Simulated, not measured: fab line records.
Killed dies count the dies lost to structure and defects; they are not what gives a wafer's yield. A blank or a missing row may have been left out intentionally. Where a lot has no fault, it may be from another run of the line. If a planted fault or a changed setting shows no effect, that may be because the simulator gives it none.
The tool behind it: which one? | flow sky130 | 72 wafers from 24 lots sampled at 5 of the route's 708 steps

## WHAT EACH GAUGE READ, for each wafer
SKY_VIA1_RS_MEAS_22: the measuring method here is four-point-probe. Usual: for VIA1_W_RS the level is 0.424 ohm/sq and the standard deviation is 0.0082.
lot  | measured     | on            | VIA1_W_RS (ohm/sq) | flag
L074 | day 34 02:53 | film_metro-01 | 0.413 0.416 0.416  |
L075 | day 34 04:15 | film_metro-04 | 0.425 0.425 0.412  |
L076 | day 34 22:41 | film_metro-04 | 0.431 0.430 0.433  |
L077 | day 35 01:45 | film_metro-03 | 0.430 0.422 0.428  |
L079 | day 35 02:36 | film_metro-01 | 0.431 0.430 0.409  |
L078 | day 35 07:32 | film_metro-04 | 0.430 0.429 0.416  |
L080 | day 36 08:10 | film_metro-03 | 0.427 0.429 0.431  |
L081 | day 36 13:04 | film_metro-03 | 0.421 0.420 0.422  |
L082 | day 36 19:16 | film_metro-01 | 0.423 0.421 0.424  |
L083 | day 36 19:55 | film_metro-01 | 0.425 0.423 0.407  |
L085 | day 36 20:49 | film_metro-01 | 0.429 0.419 0.425  |
L084 | day 37 08:56 | film_metro-04 | 0.418 0.433 0.433  |
L086 | day 38 02:37 | film_metro-01 | 0.430 0.433 0.433  |
L087 | day 38 09:01 | film_metro-01 | 0.416 0.431 0.415  |
L088 | day 38 22:05 | film_metro-03 | 0.426 0.407 0.428  |
L090 | day 39 01:11 | film_metro-01 | 0.426 0.410 0.412  |
L089 | day 39 03:40 | film_metro-04 | 0.423 0.412 0.424  |
L091 | day 39 07:34 | film_metro-04 | 0.433 0.431 0.428  |
L092 | day 39 10:41 | film_metro-01 | 0.436 0.439 0.432  |
L093 | day 40 11:46 | film_metro-03 | 0.423 0.426 0.431  |
L094 | day 40 15:19 | film_metro-04 | 0.431 0.427 0.430  |
L095 | day 40 15:19 | film_metro-01 | 0.426 0.420 0.408  |
L096 | day 40 19:38 | film_metro-03 | 0.422 0.425 0.423  |
L097 | day 40 21:42 | film_metro-01 | 0.431 0.432 0.426  |

## EACH LOT AND THE TOOL THAT RAN IT (in order: tool; ch and the chambers of the sampled wafers; start)
lot  | SKY_LOCAL_INTERCONNECT_METAL_ETCH_14 | SKY_CONTACT_CMP_04            | SKY_METAL1_SPUTTER_01        | SKY_VIA1_ETCH_14
L074 | rie_metal-03 ch 0,1, day 30 11:07    | cmp-01 ch 0,3, day 30 14:55   | pvd_sputter-02, day 31 19:01 | rie_diel-04 ch 0,3, day 34 02:02
L075 | rie_metal-01 ch 0,1, day 30 11:20    | cmp-02 ch 1,2,3, day 30 15:29 | pvd_sputter-02, day 31 20:07 | rie_diel-04 ch 1,2, day 34 03:22
L076 | rie_metal-02 ch 1, day 31 07:51      | cmp-01 ch 0,2,3, day 31 08:49 | pvd_sputter-01, day 32 15:44 | rie_diel-01 ch 0,1,3, day 34 21:49
L077 | rie_metal-03 ch 0, day 31 11:58      | cmp-02 ch 0,1,3, day 31 12:57 | pvd_sputter-02, day 32 18:43 | rie_diel-02 ch 0,2, day 35 00:52
L079 | rie_metal-02 ch 0,1, day 31 12:23    | cmp-02 ch 0,1,3, day 31 13:33 | pvd_sputter-01, day 32 19:01 | rie_diel-02 ch 0,1,2, day 35 01:44
L078 | rie_metal-02 ch 0,1, day 31 16:20    | cmp-01 ch 0,1, day 31 17:16   | pvd_sputter-02, day 32 22:19 | rie_diel-01 ch 1,3, day 35 06:38
L080 | rie_metal-02 ch 0, day 32 19:28      | cmp-02 ch 2,3, day 32 20:33   | pvd_sputter-02, day 34 00:41 | rie_diel-04 ch 0,1,3, day 36 07:19
L081 | rie_metal-02 ch 0, day 32 23:49      | cmp-01 ch 1,2,3, day 33 00:44 | pvd_sputter-01, day 34 05:09 | rie_diel-02 ch 1,2, day 36 12:14
L082 | rie_metal-03 ch 0,1, day 33 07:11    | cmp-01 ch 1,2, day 33 08:03   | pvd_sputter-01, day 34 12:43 | rie_diel-02 ch 0,1,2, day 36 18:25
L083 | rie_metal-01 ch 0,1, day 33 07:32    | cmp-02 ch 0,2, day 33 08:29   | pvd_sputter-04, day 34 13:02 | rie_diel-04 ch 1,3, day 36 19:05
L085 | rie_metal-02 ch 0,1, day 33 09:11    | cmp-01 ch 1,3, day 33 10:08   | pvd_sputter-01, day 34 14:28 | rie_diel-01 ch 0,3, day 36 19:59
L084 | rie_metal-03 ch 0,1, day 33 20:41    | cmp-02 ch 0,1,3, day 33 21:44 | pvd_sputter-02, day 35 01:49 | rie_diel-01 ch 2,3, day 37 08:05
L086 | rie_metal-02 ch 0,1, day 34 14:58    | cmp-01 ch 0,1, day 34 15:52   | pvd_sputter-04, day 35 20:22 | rie_diel-04 ch 0,1,2, day 38 01:38
L087 | rie_metal-01 ch 0,1, day 34 21:41    | cmp-02 ch 0,2, day 34 22:36   | pvd_sputter-04, day 36 02:53 | rie_diel-01 ch 1,2, day 38 08:11
L088 | rie_metal-01 ch 0,1, day 35 14:05    | cmp-01 ch 0,2,3, day 35 15:08 | pvd_sputter-02, day 36 18:24 | rie_diel-02 ch 1,2,3, day 38 20:50
L090 | rie_metal-03 ch 0,1, day 35 18:12    | cmp-01 ch 0,1,3, day 35 19:11 | pvd_sputter-01, day 36 22:16 | rie_diel-02 ch 1,2,3, day 39 00:14
L089 | rie_metal-02 ch 0,1, day 35 19:39    | cmp-01 ch 0,1,2, day 35 20:40 | pvd_sputter-04, day 36 23:47 | rie_diel-01 ch 0,1,3, day 39 02:47
L091 | rie_metal-01 ch 0,1, day 35 21:22    | cmp-01 ch 0,1,2, day 35 22:28 | pvd_sputter-04, day 37 01:51 | rie_diel-02 ch 0,2,3, day 39 06:41
L092 | rie_metal-03 ch 0,1, day 36 01:05    | cmp-01 ch 0,1,3, day 36 02:08 | pvd_sputter-01, day 37 05:54 | rie_diel-01 ch 0,1, day 39 09:50
L093 | rie_metal-01 ch 0, day 37 03:01      | cmp-02 ch 1,3, day 37 04:00   | pvd_sputter-02, day 38 07:34 | rie_diel-02 ch 1,2, day 40 10:35
L094 | rie_metal-02 ch 0,1, day 37 07:29    | cmp-02 ch 0,3, day 37 08:25   | pvd_sputter-02, day 38 11:19 | rie_diel-01 ch 0,1,3, day 40 14:26
L095 | rie_metal-03 ch 0,1, day 37 08:29    | cmp-01 ch 1,3, day 37 09:54   | pvd_sputter-01, day 38 12:13 | rie_diel-04 ch 2,3, day 40 14:26
L096 | rie_metal-01 ch 0, day 37 12:32      | cmp-01 ch 1,3, day 37 13:29   | pvd_sputter-01, day 38 15:13 | rie_diel-01 ch 0,3, day 40 18:23
L097 | rie_metal-01 ch 0, day 37 13:58      | cmp-01 ch 1,2, day 37 15:13   | pvd_sputter-02, day 38 18:34 | rie_diel-04 ch 2,3, day 40 20:44
- SKY_LOCAL_INTERCONNECT_METAL_ETCH_14: etches TiN in Cl2/BCl3, stops on PSG, target depth 110 nm, time 31.4 s.
- SKY_CONTACT_CMP_04: polishes SiO2.
- SKY_METAL1_SPUTTER_01: material TiN, target thk 20 nm, time 16.7 s.
- SKY_VIA1_ETCH_14: etches BARC in N2/H2, stops on SiO2, time 45.9 s, target depth 60 nm.

## AS READ BY THE TOOLS THEMSELVES (means over the sampled wafers that have a number; for cases with no such wafer, the mark the record gives instead)
SKY_LOCAL_INTERCONNECT_METAL_ETCH_14. Usual: bcl3_flow_sccm 29.99 sccm, standard deviation 0.1; drypump_motor_current_A 5.9 A, standard deviation 0.53; oes_product_au 0.963 a.u., standard deviation 0.0069; throttle_valve_pct 21.887 %, standard deviation 0.0096.
lot  | tool         | bcl3_flow_sccm (sccm) | drypump_motor_current_A (A) | oes_product_au (a.u.) | throttle_valve_pct (%) | flag
L074 | rie_metal-03 | 29.96                 | 5.7                         | 0.963                 | 21.889                 |
L075 | rie_metal-01 | 30.00                 | 5.8                         | 0.962                 | 21.894                 |
L076 | rie_metal-02 | 30.01                 | 5.8                         | 0.971                 | 21.891                 |
L077 | rie_metal-03 | 29.98                 | 5.1                         | 0.966                 | 21.875                 |
L079 | rie_metal-02 | 30.14                 | 6.5                         | 0.968                 | 21.881                 |
L078 | rie_metal-02 | 29.94                 | 6.1                         | 0.959                 | 21.887                 |
L080 | rie_metal-02 | 30.17                 | 6.7                         | 0.956                 | 21.880                 |
L081 | rie_metal-02 | 29.89                 | 6.8                         | 0.969                 | 21.888                 |
L082 | rie_metal-03 | 29.97                 | 5.7                         | 0.967                 | 21.884                 |
L083 | rie_metal-01 | 30.06                 | 5.8                         | 0.960                 | 21.884                 |
L085 | rie_metal-02 | 30.02                 | 6.1                         | 0.967                 | 21.884                 |
L084 | rie_metal-03 | 30.00                 | 5.4                         | 0.966                 | 21.880                 |
L086 | rie_metal-02 | 29.95                 | 6.5                         | 0.953                 | 21.895                 |
L087 | rie_metal-01 | 29.96                 | 5.8                         | 0.962                 | 21.889                 |
L088 | rie_metal-01 | 29.95                 | 5.8                         | 0.967                 | 21.884                 |
L090 | rie_metal-03 | 29.91                 | 5.4                         | 0.962                 | 21.885                 |
L089 | rie_metal-02 | 29.95                 | 6.4                         | 0.969                 | 21.888                 |
L091 | rie_metal-01 | 29.89                 | 5.8                         | 0.962                 | 21.884                 |
L092 | rie_metal-03 | 29.92                 | 5.7                         | 0.971                 | 21.883                 |
L093 | rie_metal-01 | 29.92                 | 5.9                         | 0.971                 | 21.869                 |
L094 | rie_metal-02 | 30.04                 | 6.4                         | 0.957                 | 21.892                 |
L095 | rie_metal-03 | 30.10                 | 5.7                         | 0.961                 | 21.895                 |
L096 | rie_metal-01 | 29.90                 | 5.9                         | 0.964                 | 21.886                 |
L097 | rie_metal-01 | 29.96                 | 5.9                         | 0.958                 | 21.895                 |

SKY_CONTACT_CMP_04. Usual: motor_current_A 12.5 A, standard deviation 1.1; retaining_ring_pressure_frac 0.999, standard deviation 0.0043; time_to_endpoint_s 80 s, standard deviation 4.8.
lot  | tool   | motor_current_A (A) | retaining_ring_pressure_frac | time_to_endpoint_s (s) | flag
L074 | cmp-01 | 12.7                | 1.001                        | 81                     |
L075 | cmp-02 | 12.3                | 0.998                        | 84                     |
L076 | cmp-01 | 13.4                | 0.999                        | 85                     |
L077 | cmp-02 | 12.3                | 0.997                        | 88                     |
L079 | cmp-02 | 11.7                | 1.003                        | 87                     |
L078 | cmp-01 | 12.9                | 0.999                        | 81                     |
L080 | cmp-02 | 11.6                | 1.000                        | 83                     |
L081 | cmp-01 | 12.6                | 0.995                        | 83                     |
L082 | cmp-01 | 12.3                | 1.003                        | 79                     |
L083 | cmp-02 | 11.9                | 1.000                        | 85                     |
L085 | cmp-01 | 12.1                | 0.995                        | 77                     |
L084 | cmp-02 | 12.1                | 0.997                        | 82                     |
L086 | cmp-01 | 12.7                | 1.000                        | 72                     |
L087 | cmp-02 | 12.1                | 0.997                        | 79                     |
L088 | cmp-01 | 12.9                | 0.998                        | 81                     |
L090 | cmp-01 | 12.7                | 0.997                        | 75                     |
L089 | cmp-01 | 12.6                | 1.003                        | 75                     |
L091 | cmp-01 | 12.7                | 0.995                        | 75                     |
L092 | cmp-01 | 11.9                | 0.998                        | 80                     |
L093 | cmp-02 | 13.0                | 0.998                        | 77                     |
L094 | cmp-02 | 11.3                | 0.993                        | 89                     |
L095 | cmp-01 | 12.1                | 1.000                        | 80                     |
L096 | cmp-01 | 11.8                | 0.998                        | 80                     |
L097 | cmp-01 | 12.9                | 1.004                        | 77                     |

SKY_METAL1_SPUTTER_01. Usual: throttle_valve_pct reads 30.1 % (standard deviation 1.3).
lot  | tool           | throttle_valve_pct (%) | flag
L074 | pvd_sputter-02 | 30.6                   |
L075 | pvd_sputter-02 | 30.7                   |
L076 | pvd_sputter-01 | 29.9                   |
L077 | pvd_sputter-02 | 30.2                   |
L079 | pvd_sputter-01 | 29.7                   |
L078 | pvd_sputter-02 | 30.4                   |
L080 | pvd_sputter-02 | 30.4                   |
L081 | pvd_sputter-01 | 30.4                   |
L082 | pvd_sputter-01 | 28.7                   |
L083 | pvd_sputter-04 | 29.4                   |
L085 | pvd_sputter-01 | 31.4                   |
L084 | pvd_sputter-02 | 30.1                   |
L086 | pvd_sputter-04 | 29.8                   |
L087 | pvd_sputter-04 | 29.2                   |
L088 | pvd_sputter-02 | 30.4                   |
L090 | pvd_sputter-01 | 29.3                   |
L089 | pvd_sputter-04 | 29.2                   |
L091 | pvd_sputter-04 | 30.0                   |
L092 | pvd_sputter-01 | 30.8                   |
L093 | pvd_sputter-02 | 30.8                   |
L094 | pvd_sputter-02 | 30.9                   |
L095 | pvd_sputter-01 | 28.3                   |
L096 | pvd_sputter-01 | 29.2                   |
L097 | pvd_sputter-02 | 30.4                   |

SKY_VIA1_ETCH_14. Usual: drypump_motor_current_A 5.64 A, standard deviation 0.29; oes_product_au 0.858 a.u., standard deviation 0.0046; throttle_valve_pct 13.226 %, standard deviation 0.0089.
lot  | tool        | drypump_motor_current_A (A) | oes_product_au (a.u.) | throttle_valve_pct (%) | flag
L074 | rie_diel-04 | 5.67                        | 0.856                 | 13.232                 |
L075 | rie_diel-04 | 5.51                        | 0.860                 | 13.232                 |
L076 | rie_diel-01 | 5.62                        | 0.854                 | 13.224                 |
L077 | rie_diel-02 | 5.61                        | 0.854                 | 13.220                 |
L079 | rie_diel-02 | 5.70                        | 0.856                 | 13.227                 |
L078 | rie_diel-01 | 5.81                        | 0.861                 | 13.226                 |
L080 | rie_diel-04 | 5.68                        | 0.854                 | 13.225                 |
L081 | rie_diel-02 | 5.70                        | 0.857                 | 13.229                 |
L082 | rie_diel-02 | 5.70                        | 0.861                 | 13.223                 |
L083 | rie_diel-04 | 5.76                        | 0.862                 | 13.227                 |
L085 | rie_diel-01 | 5.84                        | 0.859                 | 13.226                 |
L084 | rie_diel-01 | 6.06                        | 0.861                 | 13.227                 |
L086 | rie_diel-04 | 5.43                        | 0.851                 | 13.217                 |
L087 | rie_diel-01 | 5.63                        | 0.858                 | 13.223                 |
L088 | rie_diel-02 | 5.59                        | 0.859                 | 13.221                 |
L090 | rie_diel-02 | 5.61                        | 0.860                 | 13.225                 |
L089 | rie_diel-01 | 5.62                        | 0.861                 | 13.225                 |
L091 | rie_diel-02 | 5.51                        | 0.859                 | 13.220                 |
L092 | rie_diel-01 | 5.42                        | 0.856                 | 13.231                 |
L093 | rie_diel-02 | 5.81                        | 0.853                 | 13.227                 |
L094 | rie_diel-01 | 5.60                        | 0.860                 | 13.221                 |
L095 | rie_diel-04 | 5.53                        | 0.857                 | 13.228                 |
L096 | rie_diel-01 | 5.64                        | 0.856                 | 13.224                 |
L097 | rie_diel-04 | 5.50                        | 0.857                 | 13.223                 |

## THE ANSWER, worked out from the rows above alone
Rule: lot off if the mean of its wafers having a number is beyond 3 standard deviations from the usual mean. Also off: a lot with no number at a reading for which 4 or more lots have one. Where the step has rows for the other lots, those lots are counted as sound. The gauges are gone through in route order, then the tools' own readings, and for those a lot's mean is taken as printed above. The first step at which some lot is off is used, and at that step the reading that is off furthest; a lot without a number counts as furthest.
None of the lots is off at any reading shown; this tells nothing.

## WHAT THE SIMULATOR HAD PUT IN
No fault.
